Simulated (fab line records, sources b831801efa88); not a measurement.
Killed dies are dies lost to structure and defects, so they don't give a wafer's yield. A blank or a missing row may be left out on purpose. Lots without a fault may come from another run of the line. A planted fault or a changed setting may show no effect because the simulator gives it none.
Problem report in the 8D (eight disciplines) form, filled by code | flow gf180mcu | the parts of the form that need people (team, actions taken, sign-off) are left out

1. THE PROBLEM
HV_LDD_4_TW at GF_HV_LDD_TW_MEAS_50 reads a mean of 500 on 2 wafers of 2 lots; wafers without a fault read 566 with a standard deviation of 4.4. That is -15 standard deviations from the usual mean.
First seen on wafer L396.4, day 17 13:40, on film_metro-04. The record holds 40 wafers of 14 lots with a number at this step. Rule for "out", or "out of limits": more than 4 standard deviations from the usual mean. The other wafers with a number count as sound.

2. WHAT IT IS AND WHAT IT IS NOT
question                    | is                           | is not
which readings at this step | HV_LDD_4_TW                  | -
which lots                  | L396, L398                   | L383, L384, L385, L386, L387, L388, L389, L391, L392, L394, L395, L399
which wafers of those lots  | L396.4, L398.5               | L396.1, L396.2
read on which gauges        | film_metro-01, film_metro-04 | film_metro-03
when                        | from day 17 13:40            | up to then (35 sound wafers); but 3 sound wafers of L399 came after

3. SUSPECTS, AND WHAT RULES EACH OUT
Counting: a tool at a process step up to the reading stays a suspect if it ran every lot that is out. Sound lots after the first of them don't rule it out here, since some wafers of a struck lot are sound.
- the gauge at GF_HV_LDD_TW_MEAS_50: ruled out. The wafers that are out were read on 2 gauges (film_metro-01, film_metro-04).
- implanter-04 at GF_HV_LDD_IMPLANT_48: kept. It ran every lot that is out, first L396 (day 17 13:25); its last sound lot up to then is L395 (day 17 05:28).
Left after counting: implanter-04 at GF_HV_LDD_IMPLANT_48.

4. THE CAUSE (what the simulator had put in)
Process parameter drift: implanter-04, from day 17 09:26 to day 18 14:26, at GF_HV_LDD_IMPLANT_48. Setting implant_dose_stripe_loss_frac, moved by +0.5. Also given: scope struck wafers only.
Counting left only this tool.

5. THE CHAIN OF EFFECTS, in route order
Each row: a reading whose mean over the struck wafers that have a number lies more than 3 standard deviations from the usual. Only readings for which the record gives a usual standard deviation are gone through. hours: the time from each lot's start at the first step in this table that gives one to its start at this step, as a median over the lots. sigmas: the change in usual standard deviations.
hours | step                 | reading     | usual | on struck wafers | change | sigmas
0     | GF_HV_LDD_TW_MEAS_50 | HV_LDD_4_TW | 566   | 500              | -66    | -15
Later measuring or inspecting steps at which every struck wafer that the step has a row for has a number for every such reading, and none has moved that far: GF_NSD_CD_MEAS_07.

6. WHAT WOULD HAVE CAUGHT IT SOONER
In this record the first reading out of limits at a measuring or inspecting step was taken at day 17 13:40, 4 hours after the fault began at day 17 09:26.
Of the lots that are out (2), L398 began GF_HV_LDD_IMPLANT_48 on implanter-04 after day 17 13:40. A hold on the tool at that time would have spared it.
